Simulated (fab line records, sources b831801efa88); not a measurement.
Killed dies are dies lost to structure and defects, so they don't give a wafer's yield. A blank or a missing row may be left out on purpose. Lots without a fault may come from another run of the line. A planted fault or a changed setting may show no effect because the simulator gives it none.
A struck lot beside a sound one | flow sky130 | 14 steps out of a route of 708
Sound: wafers L529.3, L529.4, L529.5. Struck: wafers L523.3, L523.4, L523.5. The cause comes at the end.
At each step with rows: each side's tool, then ch and its chambers, then its first start. Under that, the readings that differ: sound wafers | struck wafers | difference of the means | sigmas: that difference in standard deviations of wafers without a fault.
alike: readings whose means differ by less than 2 such deviations, and words and numbers that are the same on both sides. not compared: withheld readings, readings that some wafer has no value for, bounds like >300 that may hide the same value, and numbers for which the record gives no deviation and whose values overlap.
The two part at a step that has a row with sigmas, a row that says differs or no value, or rows on one side only. Numbers that don't overlap but have no deviation are shown without sigmas and don't part them. A reading that every wafer of one side lacks parts them only if that side has two wafers or more.

first, 2 steps without rows for these wafers: SKY_VT_ADJUST_LVTN_PEB_16; SKY_VT_ADJUST_LVTN_DEVELOP_17 (develop time 60 s).
SKY_VT_ADJUST_LVTN_OVL_MEAS_18:
  sound on overlay-02, day 12 17:05; struck on overlay-01, day 11 00:11
  alike: VT_ADJUST_LVTN_01_OVL
then, 1 step without rows for these wafers: SKY_VT_ADJUST_LVTN_IMPLANT_19.
SKY_VT_ADJUST_LVTN_STRIP_20: strips in O2/N2.
  sound on plasma_asher-02 ch 0,1, day 12 17:17; struck on plasma_asher-02 ch 0,1, day 11 00:23
  reading                      | sound             | struck            | difference | sigmas
  strip_time_to_endpoint_s (s) | 14.23 14.25 14.22 | 14.14 14.08 14.12 | -0.12      | -3
  alike: drypump_motor_current_A, oes_product_au
  not compared: rf_hours_counter_h
SKY_VT_ADJUST_LVTN_TW_MEAS_21:
  sound on film_metro-02, day 12 17:22; struck on film_metro-04, day 11 00:29
  alike: VT_ADJUST_LVTN_2_TW
then, 6 steps without rows for these wafers: SKY_VT_ADJUST_NCORE_DEHYDRATE_00 (time 60 s); SKY_VT_ADJUST_NCORE_HMDS_01 (prime time 60 s); SKY_VT_ADJUST_NCORE_COAT_02 (resist thk 1140 nm); SKY_VT_ADJUST_NCORE_SOFTBAKE_03 (time 60 s); SKY_VT_ADJUST_NCORE_EXPOSE_04 (exposes mask LVTN COMPLEMENT THIN, target cd 380 nm); SKY_VT_ADJUST_NCORE_PEB_05.
SKY_VT_ADJUST_NCORE_DEVELOP_06: develop time 60 s.
  sound on litho_track-01 ch 0, day 13 17:01; struck on litho_track-01, day 11 22:07
  no value came back on the struck wafers for chill_plate_temp_C (C), develop_time_s (s); on the sound wafers chill_plate_temp_C (C) reads 22.98 23.14 22.94
SKY_VT_ADJUST_NCORE_CD_MEAS_07: target cd 380 nm.
  sound on cd_sem-02, day 13 17:10; struck on cd_sem-01, day 11 22:16
  reading    | sound             | struck | difference                    | sigmas
  cd_nm (nm) | 383.9 385.0 384.5 | - - -  | no value on the struck wafers |

WHERE THEY PART
First at SKY_VT_ADJUST_LVTN_STRIP_20; last, within this record, at SKY_VT_ADJUST_NCORE_CD_MEAS_07.

WHY: what the simulator had put in
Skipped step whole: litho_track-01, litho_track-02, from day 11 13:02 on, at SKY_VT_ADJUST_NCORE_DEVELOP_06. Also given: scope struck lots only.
